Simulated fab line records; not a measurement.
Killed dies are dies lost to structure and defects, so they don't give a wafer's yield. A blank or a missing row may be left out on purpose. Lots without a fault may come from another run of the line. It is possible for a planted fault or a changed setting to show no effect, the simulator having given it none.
fab line records    flow sky130
record lots=13  wafers=39  last_day=50
route steps=708 shown FIELD_ISO@1 NWELL@34 PWDE@53 PAD_OPEN@708
lots that met no fault: from a run of the same line without faults
start_h: start of the lot's first displayed wafer, in hours after the record's first day    wait_h: time in hours since the lot's previous step    " the same as in the row above    L1.1+2: a row that stands for several wafers    - no value, or no start was given    * or withheld: withheld    < > ~ a bound
route shown NAME@n: a module of which the file shows steps, and the number in the route of the first    usual: mean/standard deviation taken from wafers without a fault    same: alike in all rows    chamber/n: place in a boat    sites: per-site readings    _std_site: the standard deviation of these    _edge_site: the outer-site mean with the inner-site mean subtracted    radius_mm: for every site, how far away it sits from the centre of the wafer    mask NAME#n: copy n    behind: the last tool/chamber to shape the wafer    hold: the reason the lot was held/the length of the hold in hours/how it ended    device: transistor that didn't switch, given as n, p or np    end of line: tests run on the same wafers once the route is complete    for a step that has no rows: nothing shown but its recipe    killed: at the first sort, the dies lost to defects and structure; wafer yield is something else    map: shows each die of a wafer: x if killed, . if not, _ if none is there
set.NAME: the setting as run; set.NAME@STEP: as run at that earlier step    model.NAME: the simulator's own value behind a step, which no gauge read
steps of the route over a sample of lots; a table a step, a row a wafer
services: when a tool's chamber went out of use (start_h, in hours from the record's first day, below 0 if earlier), for how many hours, and the reason
## steps
# step SKY_FIELD_ISO_BOW_MEAS_00
# recipe mode=bow
# usual INCOMING_BOW=0/5.8
lot.wafer  tool           chamber  start_h  wait_h  INCOMING_BOW[um]
L424.3     film_metro-04  -        10.04    -       -1
L424.4     "              -        "        "       -1
L424.6     "              -        "        "       1
L425.1     film_metro-04  -        15.00    -       -7
L425.4     "              -        "        "       3
L425.5     "              -        "        "       -5
L427.1     film_metro-01  -        25.00    -       4
L427.2     "              -        "        "       -7
L427.5     "              -        "        "       -17
L428.1     film_metro-04  -        30.00    -       2
L428.3     "              -        "        "       -3
L428.5     "              -        "        "       -9
L429.1     film_metro-04  -        35.00    -       -6
L429.3     "              -        "        "       -7
L429.4     "              -        "        "       -1
L432.2     film_metro-01  -        50.02    -       2
L432.3     "              -        "        "       -19
L432.4     "              -        "        "       6
L436.3     film_metro-04  -        70.04    -       -1
L436.4     "              -        "        "       1
L436.5     "              -        "        "       7
L437.1     film_metro-01  -        75.00    -       -7
L437.3     "              -        "        "       -2
L437.5     "              -        "        "       -6
L439.1     film_metro-04  -        85.00    -       -4
L439.2     "              -        "        "       -7
L439.5     "              -        "        "       2
L440.1     film_metro-01  -        90.00    -       1
L440.2     "              -        "        "       1
L440.4     "              -        "        "       11
L443.1     film_metro-01  -        105.00   -       -1
L443.3     "              -        "        "       -1
L443.4     "              -        "        "       8
L444.1     film_metro-04  -        110.00   -       -8
L444.3     "              -        "        "       -8
L444.6     "              -        "        "       2
L445.2     film_metro-04  -        115.02   -       -5
L445.4     "              -        "        "       -3
L445.5     "              -        "        "       -3
# step SKY_FIELD_ISO_THK_MEAS_04
# recipe reads=Si3N4_of_FIELD_ISO_CVD_03
# usual FIELD_ISO_CVD_03_THK=165.3/1.4
lot.wafer  tool           chamber  start_h  wait_h  FIELD_ISO_CVD_03_THK[nm]
L424.3     film_metro-01  -        15.17    0.0     163.4
L424.4     "              -        "        "       163.4
L424.6     "              -        "        "       164.3
L425.1     film_metro-02  -        18.48    0.0     163.5
L425.4     "              -        "        "       162.6
L425.5     "              -        "        "       163.8
L427.1     film_metro-01  -        29.26    0.0     163.4
L427.2     "              -        "        "       163.0
L427.5     "              -        "        "       163.2
L428.1     film_metro-04  -        36.82    0.0     164.8
L428.3     "              -        "        "       164.7
L428.5     "              -        "        "       164.6
L429.1     film_metro-01  -        41.17    0.0     165.5
L429.3     "              -        "        "       165.2
L429.4     "              -        "        "       166.1
L432.2     film_metro-04  -        56.27    0.0     165.5
L432.3     "              -        "        "       166.7
L432.4     "              -        "        "       166.6
L436.3     film_metro-02  -        73.50    0.0     163.2
L436.4     "              -        "        "       162.8
L436.5     "              -        "        "       163.4
L437.1     film_metro-01  -        80.16    0.0     165.0
L437.3     "              -        "        "       166.4
L437.5     "              -        "        "       167.1
L439.1     film_metro-04  -        90.17    0.0     166.8
L439.2     "              -        "        "       167.6
L439.5     "              -        "        "       165.2
L440.1     film_metro-02  -        94.66    0.0     166.6
L440.2     "              -        "        "       165.0
L440.4     "              -        "        "       167.0
L443.1     film_metro-01  -        109.37   0.0     166.2
L443.3     "              -        "        "       165.9
L443.4     "              -        "        "       165.6
L444.1     film_metro-01  -        113.87   0.0     163.9
L444.3     "              -        "        "       165.2
L444.6     "              -        "        "       164.5
L445.2     film_metro-04  -        119.60   0.0     164.6
L445.4     "              -        "        "       163.0
L445.5     "              -        "        "       165.4
# step SKY_NWELL_THK_MEAS_02
# recipe reads=SiO2_of_NWELL_OXIDATION_01
# usual NWELL_OXIDATION_THK=9.92/0.21
lot.wafer  tool           chamber  start_h  wait_h  NWELL_OXIDATION_THK[nm]
L424.3     film_metro-03  -        39.76    0.0     9.77
L424.4     "              -        "        "       10.00
L424.6     "              -        "        "       9.94
L425.1     film_metro-03  -        42.31    0.0     10.30
L425.4     "              -        "        "       10.22
L425.5     "              -        "        "       10.11
L427.1     film_metro-04  -        53.40    0.0     9.84
L427.2     "              -        "        "       9.79
L427.5     "              -        "        "       9.83
L428.1     film_metro-04  -        59.66    0.0     10.05
L428.3     "              -        "        "       10.03
L428.5     "              -        "        "       10.05
L429.1     film_metro-04  -        63.04    0.0     9.97
L429.3     "              -        "        "       10.06
L429.4     "              -        "        "       10.03
L432.2     film_metro-04  -        79.42    0.0     9.58
L432.3     "              -        "        "       9.63
L432.4     "              -        "        "       9.60
L436.3     film_metro-04  -        99.58    0.0     9.69
L436.4     "              -        "        "       9.89
L436.5     "              -        "        "       10.07
L437.1     film_metro-02  -        105.48   0.0     9.58
L437.3     "              -        "        "       9.77
L437.5     "              -        "        "       9.62
L439.1     film_metro-04  -        114.85   0.0     9.74
L439.2     "              -        "        "       9.71
L439.5     "              -        "        "       9.71
L440.1     film_metro-02  -        119.44   0.0     9.99
L440.2     "              -        "        "       10.09
L440.4     "              -        "        "       10.15
L443.1     film_metro-04  -        138.03   0.0     9.85
L443.3     "              -        "        "       9.84
L443.4     "              -        "        "       9.74
L444.1     film_metro-04  -        140.77   0.0     9.94
L444.3     "              -        "        "       9.82
L444.6     "              -        "        "       9.69
L445.2     film_metro-03  -        145.83   0.0     9.51
L445.4     "              -        "        "       9.42
L445.5     "              -        "        "       9.44
# step SKY_PWDE_IMPLANT_08
# recipe species=B  energy_kev=150  dose_cm2=3.6e+12  tilt_deg=withheld
# usual beam_energy_keV=150.01/0.047
lot.wafer  tool          chamber  start_h  wait_h  beam_energy_keV
L424.3     implanter-02  0        70.89    0.1     150.02
L424.4     "             0        "        "       150.00
L424.6     "             0        "        "       150.00
L425.1     implanter-04  0        74.24    0.0     150.09
L425.4     "             0        "        "       150.06
L425.5     "             0        "        "       150.10
L427.1     implanter-04  0        86.12    0.0     149.95
L427.2     "             0        "        "       149.98
L427.5     "             0        "        "       149.97
L428.1     implanter-01  0        93.07    0.0     150.04
L428.3     "             0        "        "       150.03
L428.5     "             0        "        "       150.01
L429.1     implanter-04  0        95.97    0.0     127.97
L429.3     "             0        "        "       127.98
L429.4     "             0        "        "       128.00
L432.2     implanter-04  0        114.01   0.0     128.11
L432.3     "             0        "        "       128.03
L432.4     "             0        "        "       127.99
L436.3     implanter-02  0        136.62   0.1     150.03
L436.4     "             0        "        "       150.01
L436.5     "             0        "        "       150.04
L437.1     implanter-02  0        141.79   0.0     150.00
L437.3     "             0        "        "       150.03
L437.5     "             0        "        "       150.04
L439.1     implanter-01  0        152.92   0.0     150.02
L439.2     "             0        "        "       150.00
L439.5     "             0        "        "       149.97
L440.1     implanter-02  0        157.44   0.0     150.01
L440.2     "             0        "        "       149.97
L440.4     "             0        "        "       150.03
L443.1     implanter-02  0        175.74   0.0     149.94
L443.3     "             0        "        "       149.94
L443.4     "             0        "        "       149.94
L444.1     implanter-01  0        179.03   0.0     150.01
L444.3     "             0        "        "       149.99
L444.6     "             0        "        "       150.01
L445.2     implanter-02  0        185.06   0.0     150.02
L445.4     "             0        "        "       150.00
L445.5     "             0        "        "       149.97
# step SKY_NWELL_RS_MEAS_31
# recipe thk_meas_gauge=four-point-probe
# usual PWDE_RS=5278/17
lot.wafer  tool           chamber  start_h  wait_h  PWDE_RS[ohm/sq]
L424.3     film_metro-03  -        106.63   0.1     5303
L424.4     "              -        "        "       5299
L424.6     "              -        "        "       5305
L425.1     film_metro-03  -        110.13   0.1     5267
L425.4     "              -        "        "       5274
L425.5     "              -        "        "       5269
L427.1     film_metro-03  -        123.34   0.1     5257
L427.2     "              -        "        "       5252
L427.5     "              -        "        "       5287
L428.1     film_metro-02  -        131.39   0.1     5276
L428.3     "              -        "        "       5272
L428.5     "              -        "        "       5273
L429.1     film_metro-02  -        133.37   0.1     5331
L429.3     "              -        "        "       5338
L429.4     "              -        "        "       5341
L432.2     film_metro-04  -        153.29   0.1     5317
L432.3     "              -        "        "       5295
L432.4     "              -        "        "       5309
L436.3     film_metro-04  -        176.18   0.1     5291
L436.4     "              -        "        "       5281
L436.5     "              -        "        "       5286
L437.1     film_metro-02  -        180.34   0.1     5268
L437.3     "              -        "        "       5254
L437.5     "              -        "        "       5272
L439.1     film_metro-04  -        194.97   0.1     5280
L439.2     "              -        "        "       5283
L439.5     "              -        "        "       5275
L440.1     film_metro-03  -        197.97   0.1     5274
L440.2     "              -        "        "       5271
L440.4     "              -        "        "       5257
L443.1     film_metro-03  -        219.03   0.1     5266
L443.3     "              -        "        "       5259
L443.4     "              -        "        "       5259
L444.1     film_metro-03  -        223.79   0.1     5268
L444.3     "              -        "        "       5288
L444.6     "              -        "        "       5269
L445.2     film_metro-02  -        230.00   0.1     5270
L445.4     "              -        "        "       5267
L445.5     "              -        "        "       5263
# step SKY_PAD_OPEN_PROBE_99
# usual killed_at_M0_to_M3=43/6.5  killed_at_M4_up=3.1/1.8  killed_at_contacts=24/5.6  killed_at_front_end=15/4.2  killed_at_other=0.3/0.5  killed_dies=86/8.9  killed_open=47/6.9  killed_short=39/5.9
# same gross_dies=492  killed_at_back_side=0
lot.wafer  tool       chamber  start_h  wait_h  killed_at_M0_to_M3  killed_at_M4_up  killed_at_contacts  killed_at_front_end  killed_at_other  killed_dies  killed_open  killed_short
L439.1     prober-01  -        1156.55  0.1     46                  0                22                  11                   0                79           40           39
# killed by level:class
L439.1 VIA1:geometric_particle:open=14 CONTACT:geometric_particle:short=7 METAL2:geometric_particle:short=6 VIA3:geometric_particle:open=5 LOCAL_INTERCONNECT:geometric_particle:short=5 METAL1:geometric_particle:short=5 VIA2:geometric_particle:open=5 FIELD_ISO:geometric_particle:short=4
## services
tool          chamber  start_h  hours  kind
implanter-01  -        98.75    4.9    pm
implanter-04  -        151.79   1.6    repair
implanter-02  -        158.05   2.7    repair
implanter-04  -        173.17   3.6    repair
## key
first_sign step=SKY_PWDE_IMPLANT_08  reading=beam_energy_keV  direction=down  sigmas=99+  usual=*  struck=*
effect step=SKY_NWELL_RS_MEAS_31  reading=PWDE_RS  direction=up  sigmas=2.6  usual=5278  struck=5322
met_at SKY_PWDE_IMPLANT_08
struck_lots L429,L432
tester_left_out L429,L432
not_acting_at SKY_FIELD_ISO_BOW_MEAS_00,SKY_FIELD_ISO_THK_MEAS_04,SKY_NWELL_THK_MEAS_02
onset_between 86.12 95.97
fault kind=process_parameter_drift  tool=implanter-04  chamber=-  onset_h=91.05  steps=SKY_PWDE_IMPLANT_08  channel=energy_kev  offset=*  shape=step  end_h=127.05  acts_in=*  stated=*
# tester_left_out: of these lots the tester's yield and bins aren't shown, on N5 and GAA mostly nor the transistor test; their killed dies are dies lost to structure and defects alone, not to doping, threshold or leakage, so they don't give the yield
